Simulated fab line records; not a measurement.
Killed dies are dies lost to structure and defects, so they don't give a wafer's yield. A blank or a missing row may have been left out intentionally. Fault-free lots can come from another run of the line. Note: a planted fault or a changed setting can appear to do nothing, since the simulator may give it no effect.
fab line records	flow sky130
record lots=5	wafers=23
route steps=708 shown LDD_LDN@298 SD_P@326 SD_N@346 LI_CONTACT@371 LOCAL_INTERCONNECT@387
start_h: hours from the record's first day to the start of the lot's first wafer shown	wait_h: time in hours since the lot's previous step	" identical to the entry in the row above	L1.1+2: a row that stands for several wafers	- no value, or no start given	* or withheld: withheld	< > ~ a bound
route shown NAME@n: names a module that has steps shown in the file, with the first one's number in the route	usual: the fault-free wafers' mean and standard deviation	same: alike in all rows	chamber/n: place in a boat	sites: per-site readings	_std_site: standard deviation across them	_edge_site: mean of outer sites minus mean of inner sites	radius_mm: for every site, how far away it sits from the centre of the wafer	mask NAME#n: copy n	behind: tool/chamber where the wafer was last shaped	hold: cause of the lot's hold/its duration in hours/its outcome	device: the transistor (n, p or np) that didn't switch	end of line: the tests these same wafers got at the end of their route	for a step that has no rows: nothing shown but its recipe	killed: at the first sort, the dies lost to defects and structure; wafer yield is something else	map: shows each die of a wafer: x if killed, . if not, _ if none is there
set.NAME: setting as actually run; set.NAME@STEP: the setting as run at that earlier step	model.NAME: the simulator's own value behind a step, which no gauge read
lots whose settings were changed on purpose; a table a step, a row a wafer
## steps
# step SKY_LDD_LDN_IMPLANT_09
# recipe species=As	energy_kev=15	dose_cm2=1.25e+13	tilt_deg=withheld	rotation_deg=113
lot.wafer	tool	chamber	start_h	wait_h	set.dose_cm2
L079.1+4	implanter-03	0	572.52	0.1	1.287e+13
L079.2+3+6	"	0	"	"	1.25e+13
L080.1+2+4+5+6	implanter-01	0	576.77	0.1	1.25e+13
L081.1+2+3	implanter-03	0	586.17	0.1	1.25e+13
L084.2+5+6	implanter-01	0	632.58	0.1	1.25e+13
L084.3+4	"	0	"	"	1.306e+13
L085.1+3+6	implanter-03	0	641.52	0.1	1.187e+13
L085.2+5	"	0	"	"	1.25e+13
# step SKY_LDD_LDN_IMPLANT_10
# recipe species=As	energy_kev=15	dose_cm2=1.238e+13	tilt_deg=withheld	rotation_deg=203
# step SKY_LDD_LDN_IMPLANT_11
# recipe species=As	energy_kev=15	dose_cm2=1.25e+13	tilt_deg=withheld	rotation_deg=293
# step SKY_LDD_LDN_STRIP_12
# recipe chemistry=O2/N2	power_w=1400	pressure_mtorr=1500	platen_temp_c=withheld	o2_flow_sccm=3000	n2_flow_sccm=300	overash_fraction=0.5
# usual strip_time_to_endpoint_s=14.17/0.041
lot.wafer	tool	chamber	start_h	wait_h	set.temp_c@LDD_LDN_SOFTBAKE_03	strip_time_to_endpoint_s
L079.1	plasma_asher-04	0	572.97	0.1	90	14.20
L079.2	"	1	"	"	90	14.23
L079.3	"	0	"	"	86.52	14.25
L079.4	"	1	"	"	90	14.19
L079.6	"	0	"	"	86.52	14.28
L080.1	plasma_asher-04	1	577.22	0.1	87.02	14.28
L080.2	"	0	"	"	90	14.15
L080.4	"	0	"	"	90	14.17
L080.5	"	1	"	"	87.02	14.27
L080.6	"	0	"	"	90	14.16
L081.1	plasma_asher-01	1	586.62	0.1	90	14.19
L081.2	"	0	"	"	90	14.19
L081.3	"	0	"	"	90	14.19
L084.2	plasma_asher-03	0	633.01	0.1	86.68	14.24
L084.3	"	1	"	"	90	14.16
L084.4	"	0	"	"	86.68	14.25
L084.5	"	1	"	"	86.68	14.27
L084.6	"	0	"	"	90	14.14
L085.1	plasma_asher-01	0	641.97	0.1	91	14.24
L085.2	"	1	"	"	90	14.25
L085.3	"	0	"	"	90	14.19
L085.5	"	1	"	"	90	14.23
L085.6	"	0	"	"	91	14.16
# step SKY_SD_P_DEVELOP_06
# recipe resist=NOVOLAK	developer=TMAH	develop_time_s=60	dev_temp_c=23
lot.wafer	tool	chamber	start_h	wait_h	set.develop_time_s
L079.1+4+6	litho_track-02	0	632.52	0.1	60
L079.2+3	"	0	"	"	68.09
L080.1+2+4+5+6	litho_track-01	0	636.59	0.1	60
L081.1+2+3	litho_track-02	0	646.72	0.1	60
L084.2+6	litho_track-01	0	691.87	0.1	51.01
L084.3+4+5	"	0	"	"	60
L085.1+2+3	litho_track-02	0	700.77	0.1	63.23
L085.5+6	"	0	"	"	60
# step SKY_SD_P_CD_MEAS_07
# recipe target_cd_nm=380
# usual cd_nm=380.7/1.8
lot.wafer	tool	chamber	start_h	wait_h	set.develop_time_s@SD_P_DEVELOP_06	cd_nm
L079.1	cd_sem-02	-	632.67	0.1	60	385.2
L079.2	"	-	"	"	68.09	394.1
L079.3	"	-	"	"	68.09	396.1
L079.4	"	-	"	"	60	380.8
L079.6	"	-	"	"	60	381.8
L080.1	cd_sem-02	-	636.74	0.1	60	384.5
L080.2	"	-	"	"	60	381.6
L080.4	"	-	"	"	60	381.1
L080.5	"	-	"	"	60	381.1
L080.6	"	-	"	"	60	382.1
L081.1	cd_sem-01	-	646.87	0.1	60	379.0
L081.2	"	-	"	"	60	380.9
L081.3	"	-	"	"	60	380.5
L084.2	cd_sem-02	-	692.01	0.1	51.01	366.7
L084.3	"	-	"	"	60	380.1
L084.4	"	-	"	"	60	381.7
L084.5	"	-	"	"	60	382.1
L084.6	"	-	"	"	51.01	368.6
L085.1	cd_sem-01	-	700.92	0.1	63.23	384.0
L085.2	"	-	"	"	63.23	385.3
L085.3	"	-	"	"	63.23	381.6
L085.5	"	-	"	"	60	380.2
L085.6	"	-	"	"	60	379.6
# step SKY_SD_P_IMPLANT_09
# recipe species=BF2	energy_kev=20	dose_cm2=3e+15	tilt_deg=0
lot.wafer	tool	chamber	start_h	wait_h	set.energy_kev	model.implant.rp_nm	model.implant.drp_nm
L079.1+6	implanter-03	0	632.83	0.0	20	17.8	9.746
L079.2+3+4	"	0	"	"	19.19	17.23	9.467
L080.1+6	implanter-03	0	636.90	0.0	20	17.29	9.746
L080.2+4+5	"	0	"	"	20.74	17.79	9.998
L081.1+2+3	implanter-02	0	647.03	0.0	20	16.56	9.746
L084.2+4+6	implanter-02	0	692.17	0.0	18.97	16.88	9.391
L084.3+5	"	0	"	"	20	17.6	9.746
L085.1+2+3+5+6	implanter-04	0	701.08	0.0	20	17.33	9.746
# step SKY_SD_P_STRIP_10
# recipe chemistry=O2/N2	power_w=1400	pressure_mtorr=1500	platen_temp_c=withheld	o2_flow_sccm=3000	n2_flow_sccm=300	overash_fraction=0.5
# usual strip_time_to_endpoint_s=17.48/0.046
lot.wafer	tool	chamber	start_h	wait_h	set.energy_kev@SD_P_IMPLANT_09	strip_time_to_endpoint_s
L079.1	plasma_asher-01	1	632.98	0.1	20	17.54
L079.2	"	0	"	"	19.19	17.44
L079.3	"	0	"	"	19.19	17.37
L079.4	"	1	"	"	19.19	17.43
L079.6	"	0	"	"	20	17.52
L080.1	plasma_asher-01	0	637.05	0.1	20	17.42
L080.2	"	1	"	"	20.74	17.58
L080.4	"	0	"	"	20.74	17.53
L080.5	"	0	"	"	20.74	17.50
L080.6	"	1	"	"	20	17.45
L081.1	plasma_asher-01	1	647.18	0.1	20	17.51
L081.2	"	0	"	"	20	17.53
L081.3	"	0	"	"	20	17.49
L084.2	plasma_asher-04	1	692.30	0.1	18.97	17.30
L084.3	"	0	"	"	20	17.45
L084.4	"	1	"	"	18.97	17.31
L084.5	"	0	"	"	20	17.41
L084.6	"	1	"	"	18.97	17.29
L085.1	plasma_asher-04	0	701.23	0.1	20	17.41
L085.2	"	1	"	"	20	17.46
L085.3	"	0	"	"	20	17.45
L085.5	"	1	"	"	20	17.45
L085.6	"	0	"	"	20	17.48
# step SKY_SD_P_TW_MEAS_11
# usual SD_P_TW=2820/14
lot.wafer	tool	chamber	start_h	wait_h	set.energy_kev@SD_P_IMPLANT_09	SD_P_TW
L079.1	film_metro-04	-	633.08	0.1	20	2838
L079.2	"	-	"	"	19.19	2779
L079.3	"	-	"	"	19.19	2801
L079.4	"	-	"	"	19.19	2788
L079.6	"	-	"	"	20	2823
L080.1	film_metro-02	-	637.15	0.1	20	2811
L080.2	"	-	"	"	20.74	2820
L080.4	"	-	"	"	20.74	2840
L080.5	"	-	"	"	20.74	2831
L080.6	"	-	"	"	20	2812
L081.1	film_metro-02	-	647.28	0.1	20	2808
L081.2	"	-	"	"	20	2795
L081.3	"	-	"	"	20	2796
L084.2	film_metro-02	-	692.41	0.1	18.97	2767
L084.3	"	-	"	"	20	2814
L084.4	"	-	"	"	18.97	2775
L084.5	"	-	"	"	20	2827
L084.6	"	-	"	"	18.97	2781
L085.1	film_metro-04	-	701.33	0.1	20	2848
L085.2	"	-	"	"	20	2831
L085.3	"	-	"	"	20	2843
L085.5	"	-	"	"	20	2827
L085.6	"	-	"	"	20	2832
# step SKY_SD_N_EXPOSE_04
# recipe mask_id=NSDM	na=0.6	source_shape=conventional	sigma_outer=0.6	polarization=unpolarized	target_cd_nm=380	dose_mj=141
lot.wafer	tool	chamber	start_h	wait_h	mask	set.dose_mj
L079.1+2+3+4+6	iline_stepper-02	0	-	-	NSDM#0	141
L080.1+4+6	iline_stepper-02	0	-	-	NSDM#0	141
L080.2+5	"	0	"	"	NSDM#0	133.8
L081.1+2+3	iline_stepper-02	0	-	-	NSDM#0	141
L084.2+3+4	iline_stepper-01	0	-	-	NSDM#0	133.3
L084.5+6	"	0	"	"	NSDM#0	141
L085.1+2+3+5+6	iline_stepper-01	0	-	-	NSDM#0	141
# step SKY_SD_N_PEB_05
# recipe temp_c=withheld	time_s=*	resist=NOVOLAK
# step SKY_SD_N_DEVELOP_06
# recipe resist=NOVOLAK	developer=TMAH	develop_time_s=60	dev_temp_c=23
# step SKY_SD_N_CD_MEAS_07
# recipe target_cd_nm=380
# usual cd_nm=379.3/2.4
lot.wafer	tool	chamber	start_h	wait_h	set.dose_mj@SD_N_EXPOSE_04	cd_nm
L079.1	cd_sem-02	-	690.09	0.1	141	380.2
L079.2	"	-	"	"	141	380.7
L079.3	"	-	"	"	141	381.6
L079.4	"	-	"	"	141	381.9
L079.6	"	-	"	"	141	381.3
L080.1	cd_sem-01	-	693.87	0.1	141	378.4
L080.2	"	-	"	"	133.8	362.8
L080.4	"	-	"	"	141	379.0
L080.5	"	-	"	"	133.8	363.7
L080.6	"	-	"	"	141	378.6
L081.1	cd_sem-02	-	702.39	0.1	141	378.9
L081.2	"	-	"	"	141	378.5
L081.3	"	-	"	"	141	381.8
L084.2	cd_sem-01	-	747.31	0.1	133.3	363.0
L084.3	"	-	"	"	133.3	363.3
L084.4	"	-	"	"	133.3	363.8
L084.5	"	-	"	"	141	377.9
L084.6	"	-	"	"	141	381.1
L085.1	cd_sem-02	-	755.64	0.1	141	382.3
L085.2	"	-	"	"	141	381.1
L085.3	"	-	"	"	141	382.9
L085.5	"	-	"	"	141	381.0
L085.6	"	-	"	"	141	380.0
# step SKY_SD_N_IMPLANT_10
# recipe species=P	energy_kev=20	dose_cm2=1e+14	tilt_deg=0
lot.wafer	tool	chamber	start_h	wait_h	set.energy_kev	model.implant.rp_nm	model.implant.drp_nm
L079.1+2+3+4+6	implanter-01	0	690.39	0.1	20	28.66	13
L080.1+5	implanter-01	0	694.18	0.1	20	26.88	13
L080.2+4+6	"	0	"	"	18.8	25.78	12.52
L081.1+2+3	implanter-02	0	702.70	0.1	20	26.89	13
L084.2+4	implanter-04	0	747.62	0.1	18.91	26.72	12.57
L084.3+5+6	"	0	"	"	20	27.75	13
L085.1+6	implanter-04	0	755.95	0.1	21.04	29.9	13.4
L085.2+3+5	"	0	"	"	20	28.89	13
# step SKY_SD_N_STRIP_11
# recipe chemistry=O2/N2	power_w=1400	pressure_mtorr=1500	platen_temp_c=withheld	o2_flow_sccm=3000	n2_flow_sccm=300	overash_fraction=0.5
# step SKY_SD_N_RS_MEAS_17
# recipe thk_meas_gauge=four-point-probe
# usual SD_P_RS=147.0/0.37
lot.wafer	tool	chamber	start_h	wait_h	set.energy_kev@SD_P_IMPLANT_09	SD_P_RS[ohm/sq]
L079.1	film_metro-01	-	691.05	0.1	20	147.1
L079.2	"	-	"	"	19.19	149.2
L079.3	"	-	"	"	19.19	149.2
L079.4	"	-	"	"	19.19	149.5
L079.6	"	-	"	"	20	146.5
L080.1	film_metro-02	-	694.83	0.1	20	146.5
L080.2	"	-	"	"	20.74	144.0
L080.4	"	-	"	"	20.74	143.9
L080.5	"	-	"	"	20.74	144.4
L080.6	"	-	"	"	20	146.4
L081.1	film_metro-01	-	703.35	0.1	20	146.9
L081.2	"	-	"	"	20	146.9
L081.3	"	-	"	"	20	147.1
L084.2	film_metro-01	-	748.27	0.1	18.97	150.3
L084.3	"	-	"	"	20	147.0
L084.4	"	-	"	"	18.97	150.4
L084.5	"	-	"	"	20	147.3
L084.6	"	-	"	"	18.97	150.9
L085.1	film_metro-01	-	756.61	0.1	20	146.8
L085.2	"	-	"	"	20	146.9
L085.3	"	-	"	"	20	146.7
L085.5	"	-	"	"	20	147.1
L085.6	"	-	"	"	20	147.0
# step SKY_LI_CONTACT_EXPOSE_09
# recipe mask_id=LICM1	na=0.8	source_shape=annular	sigma_inner=0.55	sigma_outer=0.85	target_cd_nm=170	dose_mj=38
lot.wafer	tool	chamber	start_h	wait_h	mask	set.dose_mj
L079.1+2+3+4+6	krf_scanner-01	0	-	-	LICM1#0	38
L080.1+4	krf_scanner-02	0	-	-	LICM1#0	38
L080.2+5+6	"	0	"	"	LICM1#0	39.4
L081.1+2+3	krf_scanner-02	0	-	-	LICM1#0	38
L084.2+4+5	krf_scanner-02	0	-	-	LICM1#0	39.75
L084.3+6	"	0	"	"	LICM1#0	38
L085.1+2+3+5+6	krf_scanner-02	0	-	-	LICM1#0	38
# step SKY_LI_CONTACT_PEB_10
# recipe peb_temp_c=withheld	peb_time_s=withheld	resist=KrF-thick
# step SKY_LI_CONTACT_DEVELOP_11
# recipe develop_time_s=60	resist=KrF-thick	dev_temp_c=21
# step SKY_LI_CONTACT_CD_MEAS_12
# recipe target_cd_nm=170
# usual cd_nm=169.2/1.4
lot.wafer	tool	chamber	start_h	wait_h	set.dose_mj@LI_CONTACT_EXPOSE_09	cd_nm
L079.1	cd_sem-02	-	719.77	-	38	169.4
L079.2	"	-	"	"	38	169.0
L079.3	"	-	"	"	38	169.6
L079.4	"	-	"	"	38	170.0
L079.6	"	-	"	"	38	169.2
L080.1	cd_sem-02	-	723.78	-	38	171.5
L080.2	"	-	"	"	39.4	177.2
L080.4	"	-	"	"	38	171.0
L080.5	"	-	"	"	39.4	178.8
L080.6	"	-	"	"	39.4	178.0
L081.1	cd_sem-01	-	731.64	-	38	167.9
L081.2	"	-	"	"	38	167.7
L081.3	"	-	"	"	38	167.6
L084.2	cd_sem-01	-	776.21	-	39.75	178.0
L084.3	"	-	"	"	38	170.3
L084.4	"	-	"	"	39.75	178.2
L084.5	"	-	"	"	39.75	178.0
L084.6	"	-	"	"	38	169.7
L085.1	cd_sem-02	-	783.59	-	38	168.4
L085.2	"	-	"	"	38	167.1
L085.3	"	-	"	"	38	168.7
L085.5	"	-	"	"	38	168.3
L085.6	"	-	"	"	38	166.4
# step SKY_LI_CONTACT_ETCH_14
# recipe chemistry=N2/H2	target=BARC	ion_energy_ev=200	source_w=500	bias_w=100	pressure_mtorr=30	n2_flow_sccm=100	h2_flow_sccm=200	stop_on=SiO2	time_s=45.9	target_depth_a=600
lot.wafer	tool	chamber	start_h	wait_h	set.dose_mj@LI_CONTACT_EXPOSE_09	model.LI_CONTACT.cd_nm
L079.1	rie_diel-01	1	719.93	0.0	38	168.5
L079.2	"	2	"	"	38	168
L079.3	"	3	"	"	38	168.7
L079.4	"	0	"	"	38	170.6
L079.6	"	0	"	"	38	169.5
L080.1	rie_diel-04	2	723.93	0.0	38	170.4
L080.2	"	1	"	"	39.4	176.8
L080.4	"	3	"	"	38	170.9
L080.5	"	2	"	"	39.4	178.2
L080.6	"	1	"	"	39.4	177.3
L081.1	rie_diel-01	3	731.79	0.0	38	167
L081.2	"	2	"	"	38	167.2
L081.3	"	1	"	"	38	166
L084.2	rie_diel-04	2	776.34	0.0	39.75	178
L084.3	"	1	"	"	38	170
L084.4	"	3	"	"	39.75	177.2
L084.5	"	3	"	"	39.75	178.3
L084.6	"	0	"	"	38	170.4
L085.1	rie_diel-01	3	783.74	0.0	38	169.6
L085.2	"	0	"	"	38	167.4
L085.3+5	"	2,0	"	"	38	168.8
L085.6	"	3	"	"	38	167.1
# step SKY_LI_CONTACT_SPUTTER_20
# recipe material=TiN	target_thk_nm=20	chamber_pressure_pa=5	power_w=4000	time_s=80
lot.wafer	tool	chamber	start_h	wait_h	set.time_s	model.TiN_of_LI_CONTACT_SPUTTER_20.thk_nm
L079.1	pvd_sputter-01	-	720.43	0.0	70.46	17.38
L079.2	"	-	"	"	80	20.1
L079.3	"	-	"	"	70.46	17.55
L079.4	"	-	"	"	80	19.95
L079.6	"	-	"	"	80	19.91
L080.1	pvd_sputter-01	-	724.43	0.0	75.4	18.72
L080.2	"	-	"	"	80	19.93
L080.4	"	-	"	"	80	19.81
L080.5	"	-	"	"	80	19.73
L080.6	"	-	"	"	75.4	18.85
L081.1	pvd_sputter-04	-	732.29	0.0	80	20.06
L081.2	"	-	"	"	80	19.93
L081.3	"	-	"	"	80	20.2
L084.2	pvd_sputter-04	-	776.84	0.0	68.95	17.62
L084.3	"	-	"	"	80	20.18
L084.4	"	-	"	"	68.95	17.74
L084.5	"	-	"	"	80	20.45
L084.6	"	-	"	"	68.95	17.58
L085.1	pvd_sputter-04	-	784.26	0.0	89.82	22.28
L085.2	"	-	"	"	80	19.84
L085.3	"	-	"	"	80	20.03
L085.5	"	-	"	"	89.82	22.4
L085.6	"	-	"	"	89.82	22.14
# step SKY_LOCAL_INTERCONNECT_SPUTTER_00
# recipe material=TiN	target_thk_nm=100	temp_c=300	power_w=6500	time_s=83.3	chamber_pressure_pa=0.4
lot.wafer	tool	chamber	start_h	wait_h	set.time_s	model.TiN_of_LOCAL_INTERCONNECT_SPUTTER_00.thk_nm
L079.1	pvd_sputter-03	-	721.09	0.2	78.4	95.99
L079.2	"	-	"	"	83.3	100.5
L079.3	"	-	"	"	83.3	100.8
L079.4	"	-	"	"	78.4	95.28
L079.6	"	-	"	"	83.3	101.3
L080.1	pvd_sputter-02	-	725.10	0.1	83.3	103.6
L080.2	"	-	"	"	88.46	107.4
L080.4	"	-	"	"	83.3	102.4
L080.5	"	-	"	"	83.3	100.5
L080.6	"	-	"	"	88.46	109.7
L081.1	pvd_sputter-02	-	732.96	0.2	83.3	105
L081.2	"	-	"	"	83.3	102.9
L081.3	"	-	"	"	83.3	102.4
L084.2	pvd_sputter-01	-	777.51	0.1	83.3	99.6
L084.3	"	-	"	"	83.3	99.14
L084.4	"	-	"	"	71.74	83.57
L084.5	"	-	"	"	83.3	99.44
L084.6	"	-	"	"	71.74	85.96
L085.1	pvd_sputter-02	-	784.93	0.2	83.3	102.3
L085.2	"	-	"	"	79.53	97.6
L085.3	"	-	"	"	83.3	101.9
L085.5	"	-	"	"	83.3	100.5
L085.6	"	-	"	"	79.53	97.23
# step SKY_LOCAL_INTERCONNECT_RS_MEAS_01
# recipe thk_meas_gauge=four-point-probe	reads=TiN_of_LOCAL_INTERCONNECT_SPUTTER_00
# usual LOCAL_INTERCONNECT_TIN_RS=13.91/0.23
lot.wafer	tool	chamber	start_h	wait_h	set.time_s@LOCAL_INTERCONNECT_SPUTTER_00	LOCAL_INTERCONNECT_TIN_RS[ohm/sq]
L079.1	film_metro-03	-	721.16	0.0	78.4	14.76
L079.2	"	-	"	"	83.3	14.06
L079.3	"	-	"	"	83.3	14.00
L079.4	"	-	"	"	78.4	14.86
L079.6	"	-	"	"	83.3	13.93
L080.1	film_metro-03	-	725.16	0.0	83.3	13.61
L080.2	"	-	"	"	88.46	13.13
L080.4	"	-	"	"	83.3	13.79
L080.5	"	-	"	"	83.3	14.08
L080.6	"	-	"	"	88.46	12.83
L081.1	film_metro-02	-	733.02	0.0	83.3	13.45
L081.2	"	-	"	"	83.3	13.67
L081.3	"	-	"	"	83.3	13.77
L084.2	film_metro-02	-	777.60	0.1	83.3	14.19
L084.3	"	-	"	"	83.3	14.28
L084.4	"	-	"	"	71.74	17.06
L084.5	"	-	"	"	83.3	14.21
L084.6	"	-	"	"	71.74	16.58
L085.1	film_metro-02	-	784.99	0.0	83.3	13.80
L085.2	"	-	"	"	79.53	14.48
L085.3	"	-	"	"	83.3	13.84
L085.5	"	-	"	"	83.3	14.06
L085.6	"	-	"	"	79.53	14.55
# step SKY_LOCAL_INTERCONNECT_THK_MEAS_02
# recipe thk_meas_gauge=xrf	reads=TiN_of_LOCAL_INTERCONNECT_SPUTTER_00
# usual LOCAL_INTERCONNECT_TIN_THK=102.1/1.8
lot.wafer	tool	chamber	start_h	wait_h	set.time_s@LOCAL_INTERCONNECT_SPUTTER_00	LOCAL_INTERCONNECT_TIN_THK[nm]
L079.1	film_metro-03	-	721.28	0.1	78.4	95.9
L079.2	"	-	"	"	83.3	100.4
L079.3	"	-	"	"	83.3	101.1
L079.4	"	-	"	"	78.4	95.6
L079.6	"	-	"	"	83.3	101.3
L080.1	film_metro-03	-	725.28	0.1	83.3	103.6
L080.2	"	-	"	"	88.46	107.9
L080.4	"	-	"	"	83.3	102.4
L080.5	"	-	"	"	83.3	101.0
L080.6	"	-	"	"	88.46	109.4
L081.1	film_metro-02	-	733.14	0.1	83.3	105.0
L081.2	"	-	"	"	83.3	103.1
L081.3	"	-	"	"	83.3	102.6
L084.2	film_metro-02	-	777.71	0.1	83.3	99.7
L084.3	"	-	"	"	83.3	99.4
L084.4	"	-	"	"	71.74	83.7
L084.5	"	-	"	"	83.3	99.8
L084.6	"	-	"	"	71.74	86.0
L085.1	film_metro-02	-	785.11	0.1	83.3	102.3
L085.2	"	-	"	"	79.53	97.8
L085.3	"	-	"	"	83.3	102.5
L085.5	"	-	"	"	83.3	100.9
L085.6	"	-	"	"	79.53	97.6
## key
split step=SKY_LDD_LDN_IMPLANT_09	setting=dose_cm2	stated=1.25e+13	by=wafer
response none clear
split step=SKY_SD_P_DEVELOP_06	setting=develop_time_s	stated=60	by=wafer
response step=SKY_SD_P_CD_MEAS_07	reading=cd_nm	change=+0.903	per=1%	r=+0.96
split step=SKY_SD_P_IMPLANT_09	setting=energy_kev	stated=20	by=wafer
response step=SKY_SD_P_IMPLANT_09	reading=model.implant.rp_nm	change=+0.138	per=1%	r=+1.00
response step=SKY_SD_P_IMPLANT_09	reading=model.implant.drp_nm	change=+0.0687	per=1%	r=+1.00
response step=SKY_SD_P_STRIP_10	reading=strip_time_to_endpoint_s	change=*	per=1%	r=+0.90
response step=SKY_SD_P_TW_MEAS_11	reading=SD_P_TW	change=+8.36	per=1%	r=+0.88
response step=SKY_SD_N_RS_MEAS_17	reading=SD_P_RS	change=-0.638	per=1%	r=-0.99
split step=SKY_SD_N_EXPOSE_04	setting=dose_mj	stated=141	by=wafer
response step=SKY_SD_N_CD_MEAS_07	reading=cd_nm	change=+2.99	per=1%	r=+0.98
split step=SKY_SD_N_IMPLANT_10	setting=energy_kev	stated=20	by=wafer
response step=SKY_SD_N_IMPLANT_10	reading=model.implant.rp_nm	change=+0.188	per=1%	r=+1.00
response step=SKY_SD_N_IMPLANT_10	reading=model.implant.drp_nm	change=+0.0788	per=1%	r=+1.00
split step=SKY_LI_CONTACT_EXPOSE_09	setting=dose_mj	stated=38	by=wafer
response step=SKY_LI_CONTACT_CD_MEAS_12	reading=cd_nm	change=+1.78	per=1%	r=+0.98
response step=SKY_LI_CONTACT_ETCH_14	reading=model.LI_CONTACT.cd_nm	change=+1.73	per=1%	r=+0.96
split step=SKY_LI_CONTACT_SPUTTER_20	setting=time_s	stated=80	by=wafer
response step=SKY_LI_CONTACT_SPUTTER_20	reading=model.TiN_of_LI_CONTACT_SPUTTER_20.thk_nm	change=+0.197	per=1%	r=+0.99
split step=SKY_LOCAL_INTERCONNECT_SPUTTER_00	setting=time_s	stated=83.3	by=wafer
response step=SKY_LOCAL_INTERCONNECT_SPUTTER_00	reading=model.TiN_of_LOCAL_INTERCONNECT_SPUTTER_00.thk_nm	change=+1.02	per=1%	r=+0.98
response step=SKY_LOCAL_INTERCONNECT_RS_MEAS_01	reading=LOCAL_INTERCONNECT_TIN_RS	change=-0.171	per=1%	r=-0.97
response step=SKY_LOCAL_INTERCONNECT_THK_MEAS_02	reading=LOCAL_INTERCONNECT_TIN_THK	change=+1.03	per=1%	r=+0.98
split outside_this_file step=SKY_LDD_LDN_SOFTBAKE_03 setting=temp_c
# split outside_this_file: this setting was split too, and the file shows its column; the key of that split is in another file
